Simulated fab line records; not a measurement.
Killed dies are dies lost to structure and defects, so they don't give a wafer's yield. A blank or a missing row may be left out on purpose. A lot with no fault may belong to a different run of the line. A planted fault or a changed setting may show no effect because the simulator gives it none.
fab line records -- flow sky130
record lots=12, wafers=36, last-day=47
route steps=708 shown POLY_GATE@235 LDD_HVP@285 LDD_LDN@298 SPACER@306 PAD_OPEN@708
lots untouched by any fault: they come from a run of this same line in which no faults occurred
start-h: hours from the record's first day to the start of the lot's first wafer shown -- wait-h: hours elapsed since this lot's preceding step -- " same as the row above -- L1.1+2: a single row standing in for several wafers -- - either no value or no given start -- * or withheld: withheld -- < > ~ a bound
route shown NAME@n: names a module that has steps shown in the file, with the first one's number in the route -- usual: the fault-free wafers' mean and standard deviation -- same: alike in all rows -- chamber/n: place in a boat -- sites: each site's reading -- _std_site: standard deviation across them -- _edge_site: the outer-site mean with the inner-site mean subtracted -- radius-mm: how far each site lies from the wafer's centre -- mask NAME#n: copy n -- behind: the tool/chamber that last shaped the wafer -- hold: cause of the lot's hold/its duration in hours/its outcome -- device: which transistor (n, p or np) failed to switch -- end of line: at the end of the route, the tests of the same wafers -- a step given without rows: its recipe and nothing more -- killed: the dies lost at the first sort to structure and to defects; this is not the yield of the wafer -- map: a wafer's dies, marking killed ones x, the rest . and places with no die _
set.NAME: the run value of the setting; set.NAME@STEP: its run value at that earlier step -- model.NAME: the simulator's own value behind a step, which no gauge read
a sample of lots followed through the steps of the route, with each step as a table and each wafer as a row
services: the hour from which a tool's chamber was out of use, counted from the record's first day as start-h (under 0 if before that day), plus the number of hours and why
## steps
# step SKY_POLY_GATE_THK_MEAS_21
# recipe reads=SiO2_of_POLY_GATE_OXIDATION_20
# usual POLY_GATE_OXIDATION_THK=3.99/0.081
lot.wafer,tool,chamber,start-h,wait-h,POLY_GATE_OXIDATION_THK[nm]
L753.1,film-metro-01,-,369.03,0.0,3.99
L753.2,film-metro-01,-,369.03,0.0,3.98
L753.6,film-metro-01,-,369.03,0.0,3.96
L754.2,film-metro-03,-,377.18,0.0,4.02
L754.4,film-metro-03,-,377.18,0.0,3.92
L754.5,film-metro-03,-,377.18,0.0,3.96
L755.1,film-metro-03,-,383.33,0.0,4.04
L755.5,film-metro-03,-,383.33,0.0,4.00
L755.6,film-metro-03,-,383.33,0.0,3.96
L756.2,film-metro-02,-,396.96,0.0,3.81
L756.5,film-metro-02,-,396.96,0.0,3.95
L756.6,film-metro-02,-,396.96,0.0,3.95
L757.3,film-metro-03,-,403.95,0.0,3.87
L757.4,film-metro-03,-,403.95,0.0,3.92
L757.6,film-metro-03,-,403.95,0.0,3.94
L758.2,film-metro-03,-,415.69,0.0,3.84
L758.3,film-metro-03,-,415.69,0.0,3.90
L758.4,film-metro-03,-,415.69,0.0,3.91
L759.2,film-metro-03,-,418.63,0.0,3.93
L759.5,film-metro-03,-,418.63,0.0,3.92
L759.6,film-metro-03,-,418.63,0.0,3.93
L760.1,film-metro-03,-,435.11,0.0,4.03
L760.2,film-metro-03,-,435.11,0.0,4.12
L760.6,film-metro-03,-,435.11,0.0,4.06
L761.2,film-metro-01,-,452.18,0.0,4.10
L761.4,film-metro-01,-,452.18,0.0,4.09
L761.6,film-metro-01,-,452.18,0.0,4.09
L762.2,film-metro-01,-,458.61,0.0,3.97
L762.4,film-metro-01,-,458.61,0.0,4.06
L762.6,film-metro-01,-,458.61,0.0,3.98
L763.2,film-metro-01,-,462.84,0.0,4.11
L763.4,film-metro-01,-,462.84,0.0,4.06
L763.6,film-metro-01,-,462.84,0.0,4.12
L764.1,film-metro-01,-,468.23,0.0,4.06
L764.4,film-metro-01,-,468.23,0.0,4.07
L764.5,film-metro-01,-,468.23,0.0,4.17
# step SKY_LDD_HVP_OVL_MEAS_07
# usual LDD_HVP_OVL=1.2/1.2
lot.wafer,tool,chamber,start-h,wait-h,LDD_HVP_OVL[nm]
L753.1,overlay-01,-,491.49,0.1,1.1
L753.2,overlay-01,-,491.49,0.1,1.4
L753.6,overlay-01,-,491.49,0.1,0.9
L754.2,overlay-02,-,496.83,0.1,0.2
L754.4,overlay-02,-,496.83,0.1,1.8
L754.5,overlay-02,-,496.83,0.1,-0.4
L755.1,overlay-02,-,506.73,0.1,1.3
L755.5,overlay-02,-,506.73,0.1,0.2
L755.6,overlay-02,-,506.73,0.1,-0.2
L756.2,overlay-01,-,519.42,0.1,0.3
L756.5,overlay-01,-,519.42,0.1,0.5
L756.6,overlay-01,-,519.42,0.1,0.3
L757.3,overlay-02,-,527.15,0.1,2.9
L757.4,overlay-02,-,527.15,0.1,2.7
L757.6,overlay-02,-,527.15,0.1,3.9
L758.2,overlay-01,-,539.75,0.1,2.1
L758.3,overlay-01,-,539.75,0.1,-0.2
L758.4,overlay-01,-,539.75,0.1,1.1
L759.2,overlay-02,-,540.95,0.1,2.0
L759.5,overlay-02,-,540.95,0.1,1.1
L759.6,overlay-02,-,540.95,0.1,2.8
L760.1,overlay-02,-,558.39,0.1,-1.8
L760.2,overlay-02,-,558.39,0.1,-0.1
L760.6,overlay-02,-,558.39,0.1,0.3
L761.2,overlay-01,-,573.63,0.1,-0.2
L761.4,overlay-01,-,573.63,0.1,0.5
L761.6,overlay-01,-,573.63,0.1,1.3
L762.2,overlay-02,-,578.93,0.1,3.4
L762.4,overlay-02,-,578.93,0.1,2.3
L762.6,overlay-02,-,578.93,0.1,3.6
L763.2,overlay-01,-,584.95,0.1,1.9
L763.4,overlay-01,-,584.95,0.1,1.5
L763.6,overlay-01,-,584.95,0.1,1.7
L764.1,overlay-01,-,589.72,0.1,1.0
L764.4,overlay-01,-,589.72,0.1,-0.9
L764.5,overlay-01,-,589.72,0.1,1.4
# step SKY_LDD_LDN_IMPLANT_09
# recipe species=As, energy-kev=15, dose-cm2=1.25e+13, tilt-deg=withheld, rotation-deg=113
# usual implant-ion-amu=75/0, rotation-deg=113.00/0.027
lot.wafer,tool,chamber,start-h,wait-h,implant-ion-amu,rotation-deg
L753.1,implanter-01,0,521.88,0.1,75,112.95
L753.2,implanter-01,0,521.88,0.1,75,113.02
L753.6,implanter-01,0,521.88,0.1,75,112.95
L754.2,implanter-01,0,527.50,0.1,75,113.04
L754.4,implanter-01,0,527.50,0.1,75,113.04
L754.5,implanter-01,0,527.50,0.1,75,112.99
L755.1,implanter-03,0,537.28,0.1,75,113.01
L755.5,implanter-03,0,537.28,0.1,75,113.00
L755.6,implanter-03,0,537.28,0.1,75,113.01
L756.2,implanter-01,0,549.30,0.1,75,113.02
L756.5,implanter-01,0,549.30,0.1,75,112.95
L756.6,implanter-01,0,549.30,0.1,75,112.96
L757.3,implanter-04,0,557.43,0.1,75,113.02
L757.4,implanter-04,0,557.43,0.1,75,113.07
L757.6,implanter-04,0,557.43,0.1,75,112.97
L758.2,implanter-01,0,569.59,0.1,75,113.00
L758.3,implanter-01,0,569.59,0.1,75,112.98
L758.4,implanter-01,0,569.59,0.1,75,113.00
L759.2,implanter-04,0,570.65,0.1,75,113.01
L759.5,implanter-04,0,570.65,0.1,75,112.99
L759.6,implanter-04,0,570.65,0.1,75,113.03
L760.1,implanter-04,0,588.36,0.1,75,112.96
L760.2,implanter-04,0,588.36,0.1,75,113.00
L760.6,implanter-04,0,588.36,0.1,75,113.02
L761.2,implanter-01,0,603.25,0.1,31,112.99
L761.4,implanter-01,0,603.25,0.1,31,112.98
L761.6,implanter-01,0,603.25,0.1,31,112.99
L762.2,implanter-03,0,608.14,0.1,31,112.94
L762.4,implanter-03,0,608.14,0.1,31,113.04
L762.6,implanter-03,0,608.14,0.1,31,112.99
L763.2,implanter-04,0,614.69,0.1,31,112.99
L763.4,implanter-04,0,614.69,0.1,31,113.02
L763.6,implanter-04,0,614.69,0.1,31,113.00
L764.1,implanter-03,0,618.78,0.1,31,113.02
L764.4,implanter-03,0,618.78,0.1,31,113.01
L764.5,implanter-03,0,618.78,0.1,31,112.98
# step SKY_LDD_LDN_TW_MEAS_13
# usual LDD_LDN_TW=1483/17
lot.wafer,tool,chamber,start-h,wait-h,LDD_LDN_TW
L753.1,film-metro-03,-,522.43,0.1,1506
L753.2,film-metro-03,-,522.43,0.1,1500
L753.6,film-metro-03,-,522.43,0.1,1509
L754.2,film-metro-04,-,528.04,0.1,1461
L754.4,film-metro-04,-,528.04,0.1,1468
L754.5,film-metro-04,-,528.04,0.1,1462
L755.1,film-metro-03,-,537.83,0.1,1499
L755.5,film-metro-03,-,537.83,0.1,1498
L755.6,film-metro-03,-,537.83,0.1,1502
L756.2,film-metro-01,-,549.84,0.1,1464
L756.5,film-metro-01,-,549.84,0.1,1463
L756.6,film-metro-01,-,549.84,0.1,1461
L757.3,film-metro-03,-,557.95,0.1,1498
L757.4,film-metro-03,-,557.95,0.1,1490
L757.6,film-metro-03,-,557.95,0.1,1492
L758.2,film-metro-03,-,570.12,0.1,1503
L758.3,film-metro-03,-,570.12,0.1,1498
L758.4,film-metro-03,-,570.12,0.1,1486
L759.2,film-metro-03,-,571.19,0.1,1497
L759.5,film-metro-03,-,571.19,0.1,1502
L759.6,film-metro-03,-,571.19,0.1,1501
L760.1,film-metro-04,-,588.91,0.1,1465
L760.2,film-metro-04,-,588.91,0.1,1467
L760.6,film-metro-04,-,588.91,0.1,1461
L761.2,film-metro-03,-,603.79,0.1,1442
L761.4,film-metro-03,-,603.79,0.1,1434
L761.6,film-metro-03,-,603.79,0.1,1441
L762.2,film-metro-03,-,608.67,0.1,1436
L762.4,film-metro-03,-,608.67,0.1,1436
L762.6,film-metro-03,-,608.67,0.1,1445
L763.2,film-metro-03,-,615.22,0.1,1436
L763.4,film-metro-03,-,615.22,0.1,1442
L763.6,film-metro-03,-,615.22,0.1,1444
L764.1,film-metro-04,-,619.33,0.1,1414
L764.4,film-metro-04,-,619.33,0.1,1416
L764.5,film-metro-04,-,619.33,0.1,1414
# step SKY_SPACER_ETCHBACK_02
# recipe chemistry=CH3F/O2, target=Si3N4, stop-on=SiO2, source-w=400, bias-w=80, pressure-mtorr=25, ch3f-flow-sccm=40, O2_flow_sccm=30, time-s=46.7, target-depth-a=450
# usual drypump-motor-current-A=5.7/0.43, oes-product-au=0.853/0.0067, throttle-valve-pct=10.563/0.0087
# same time-s=46.7
lot.wafer,tool,chamber,start-h,wait-h,drypump-motor-current-A,oes-product-au,rf-hours-counter-h,throttle-valve-pct
L753.1,rie-diel-02,0,524.32,0.1,5.2,0.850,69,10.558
L753.2,rie-diel-02,1,524.32,0.1,5.9,0.848,76,10.556
L753.6,rie-diel-02,2,524.32,0.1,5.6,0.848,-,10.550
L754.2,rie-diel-03,1,530.01,0.0,6.3,0.846,2,10.553
L754.4,rie-diel-03,3,530.01,0.0,6.3,0.852,7,10.569
L754.5,rie-diel-03,3,530.01,0.0,6.3,0.841,-,10.564
L755.1,rie-diel-03,3,539.21,0.1,6.3,0.850,7,10.562
L755.5,rie-diel-03,2,539.21,0.1,6.4,0.863,-,10.569
L755.6,rie-diel-03,1,539.21,0.1,6.3,0.866,-,10.557
L756.2,rie-diel-04,1,551.31,0.0,5.6,0.859,5,10.566
L756.5,rie-diel-04,0,551.31,0.0,5.7,0.855,-,10.563
L756.6,rie-diel-04,3,551.31,0.0,5.1,0.860,-,10.570
L757.3,rie-diel-02,0,559.30,0.0,5.2,0.853,70,10.565
L757.4,rie-diel-02,1,559.30,0.0,6.0,0.849,77,10.578
L757.6,rie-diel-02,2,559.30,0.0,5.6,0.852,-,10.549
L758.2,rie-diel-04,3,571.49,0.0,5.1,0.852,12,10.571
L758.3,rie-diel-04,0,571.49,0.0,5.7,0.855,44,10.573
L758.4,rie-diel-04,2,571.49,0.0,5.2,0.851,5,10.568
L759.2,rie-diel-03,3,572.70,0.0,6.3,0.859,8,10.585
L759.5,rie-diel-03,0,572.70,0.0,5.3,0.865,-,10.553
L759.6,rie-diel-03,3,572.70,0.0,6.3,0.859,-,10.549
L760.1,rie-diel-04,0,591.30,0.1,5.7,0.854,45,10.573
L760.2,rie-diel-04,3,591.30,0.1,5.1,0.861,12,10.556
L760.6,rie-diel-04,2,591.30,0.1,5.2,0.851,-,10.566
L761.2,rie-diel-04,0,605.64,0.0,5.7,0.864,45,10.565
L761.4,rie-diel-04,1,605.64,0.0,5.6,0.855,6,10.564
L761.6,rie-diel-04,2,605.64,0.0,5.2,0.851,-,10.550
L762.2,rie-diel-02,1,610.04,0.0,6.0,0.863,0,10.556
L762.4,rie-diel-02,3,610.04,0.0,5.8,0.857,3,10.543
L762.6,rie-diel-02,0,610.04,0.0,5.2,0.868,-,10.555
L763.2,rie-diel-02,3,616.59,0.0,5.8,0.858,3,10.575
L763.4,rie-diel-02,1,616.59,0.0,6.0,0.855,-,10.573
L763.6,rie-diel-02,3,616.59,0.0,5.8,0.858,-,10.573
L764.1,rie-diel-04,1,620.70,0.1,5.6,0.846,6,10.554
L764.4,rie-diel-04,3,620.70,0.1,5.1,0.858,13,10.554
L764.5,rie-diel-04,2,620.70,0.1,5.2,0.851,-,10.569
# step SKY_PAD_OPEN_PROBE_99
# usual killed_at_M0_to_M3=43/6.7, killed_at_M4_up=3.0/1.9, killed-at-contacts=25/5.4, killed-at-front-end=16/4.5, killed-at-other=0.4/0.62, killed-dies=87/9.6, killed-open=47/7, killed-short=39/6.1
# same gross-dies=492, killed-at-back-side=0
lot.wafer,tool,chamber,start-h,wait-h,killed_at_M0_to_M3,killed_at_M4_up,killed-at-contacts,killed-at-front-end,killed-at-other,killed-dies,killed-open,killed-short
L761.2,prober-01,-,1127.84,0.1,46,4,21,10,0,81,49,31
L761.4,prober-01,-,1127.94,0.2,58,2,26,11,0,97,48,49
L761.6,prober-01,-,1128.04,0.2,37,1,19,22,0,79,32,47
# killed by level:class
L761.2 CONTACT:geometric-particle:open=11 VIA3:geometric-particle:open=9 VIA1:geometric-particle:open=8 METAL1:geometric-particle:short=7 LI_CONTACT:geometric-particle:open=6 VIA2:geometric-particle:open=6 VIA1:geometric-particle:short=5 POLY_GATE:geometric-particle:short=4
L761.4 VIA3:geometric-particle:open=10 CONTACT:geometric-particle:open=10 VIA1:geometric-particle:open=9 METAL2:geometric-particle:short=9 METAL1:geometric-particle:short=8 LI_CONTACT:geometric-particle:open=6 VIA3:geometric-particle:short=5 FIELD_ISO:geometric-particle:short=4
L761.6 CONTACT:geometric-particle:short=9 VIA3:geometric-particle:open=6 FIELD_ISO:geometric-particle:open=5 METAL2:geometric-particle:short=5 METAL1:geometric-particle:short=5 VIA2:geometric-particle:short=5 FIELD_ISO:geometric-particle:short=4 POLY_GATE:geometric-particle:open=4
## services
tool,chamber,start-h,hours,kind
implanter-04,-,509.53,2.1,repair
implanter-01,-,520.40,0.7,repair
implanter-04,-,536.06,15.6,repair
rie-diel-02,2,540.59,12.1,repair
implanter-01,-,553.27,3.1,repair
implanter-03,-,556.64,0.6,repair
rie-diel-02,1,563.35,-,clean
rie-diel-02,1,563.35,15.0,scheduled-down
rie-diel-02,1,563.35,15.0,vent-cycle
implanter-03,-,600.23,5.1,repair
rie-diel-04,1,607.26,7.8,repair
rie-diel-04,0,610.52,3.7,repair
rie-diel-02,0,612.58,9.5,repair
rie-diel-02,2,615.30,5.8,repair
rie-diel-02,-,617.42,0.8,repair
## key
first-sign step=SKY_LDD_LDN_IMPLANT_09, reading=implant-ion-amu, direction=down, sigmas=99+, usual=75, struck=31
effect step=SKY_LDD_LDN_TW_MEAS_13, reading=LDD_LDN_TW, direction=down, sigmas=2.9, usual=1483, struck=1433
met-at SKY_LDD_LDN_IMPLANT_09
struck-lots L761,L762,L763,L764
tester-left-out L761,L762,L763,L764
not-acting-at SKY_POLY_GATE_THK_MEAS_21,SKY_LDD_HVP_OVL_MEAS_07,SKY_SPACER_ETCHBACK_02
onset-between 588.36 603.25
fault kind=wrong-recipe-download, tool=implanter-01,implanter-03,implanter-04, chamber=-, onset-h=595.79, steps=SKY_LDD_LDN_IMPLANT_09, wrong-recipe.not-listed=1
# tester-left-out: of these lots the tester's yield and bins aren't shown, on N5 and GAA mostly nor the transistor test; their killed dies are dies lost to structure and defects alone, not to doping, threshold or leakage, so they don't give the yield
